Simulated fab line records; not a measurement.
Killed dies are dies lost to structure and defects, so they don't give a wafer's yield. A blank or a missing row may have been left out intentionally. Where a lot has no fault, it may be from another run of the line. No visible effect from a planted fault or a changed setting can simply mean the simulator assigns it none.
A single fault, viewed from 2 desks || flow sky130 || each desk holds nothing but its own numbers, with what lay behind them at the end

FROM THE METROLOGY DESK
What the gauges read for every lot (on any tool): the sampled wafers with a number, averaged. Marked OUT: a lot whose mean sits more than 4 standard deviations from the usual mean, which makes it out of limits; the brackets give that distance.
Columns: A = METAL5_ALCU_THK at SKY_METAL5_THK_MEAS_06, usual 1125 nm; B = PAD_OPEN_BOW at SKY_PAD_OPEN_BOW_MEAS_13, usual 49 um
{"lot": "L978", "first seen here": "day 44 08:15", "A": 1134, "B": 54}
{"lot": "L979", "first seen here": "day 44 12:24", "A": 1138, "B": 49}
{"lot": "L980", "first seen here": "day 44 14:55", "A": 1122, "B": 54}
{"lot": "L982", "first seen here": "day 45 12:02", "A": 1140, "B": 42}
{"lot": "L983", "first seen here": "day 45 12:37", "A": 1114, "B": 45}
{"lot": "L986", "first seen here": "day 46 11:28", "A": 1117, "B": 46}
{"lot": "L987", "first seen here": "day 46 11:46", "A": 1102, "B": 40}
{"lot": "L994", "first seen here": "day 48 04:11", "A": 1123, "B": 42}
{"lot": "L996", "first seen here": "day 48 11:53", "A": 1133, "B": 58}
{"lot": "L998", "first seen here": "day 49 02:52", "A": 1110, "B": 51}
{"lot": "L999", "first seen here": "day 49 14:34", "A": 1121, "B": 52}
{"lot": "L101", "first seen here": "day 49 22:20", "A": 1122, "B": 59}
This desk's verdict: no lot among the 12 shows anything out of limits.

AT THE TOOL OWNER'S DESK: cvd w-01
The tool's own readings at SKY_VIA3_CVD_21 (deposits W, target thk 390 nm, time 117.31 s): means of the sampled wafers that have a number, for each lot that ran on this tool. Marked OUT: a lot whose mean sits more than 4 standard deviations from the usual mean, which makes it out of limits; the brackets give that distance.
Columns: A = heater power w at SKY_VIA3_CVD_21, usual 891 W; B = susceptor temp C at SKY_VIA3_CVD_21, usual 400.01 C
{"lot": "L978", "first seen here": "day 41 02:37", "A": 912, "B": 399.74}
{"lot": "L979", "first seen here": "day 41 06:38", "A": 825, "B": 400.13}
{"lot": "L980", "first seen here": "day 41 09:52", "A": 832, "B": 399.97}
{"lot": "L986", "first seen here": "day 43 10:33", "A": 877, "B": 400.02}
{"lot": "L994", "first seen here": "day 45 08:08", "A": 872, "B": 399.64}
{"lot": "L996", "first seen here": "day 45 16:52", "A": 872, "B": 400.16}
This desk's verdict: no lot among the 6 shows anything out of limits.

TAKEN TOGETHER
At the metrology desk, nothing out of limits was observed.
The tool owner's desk saw nothing out of limits.

WHAT HAD BEEN PUT IN BY THE SIMULATOR
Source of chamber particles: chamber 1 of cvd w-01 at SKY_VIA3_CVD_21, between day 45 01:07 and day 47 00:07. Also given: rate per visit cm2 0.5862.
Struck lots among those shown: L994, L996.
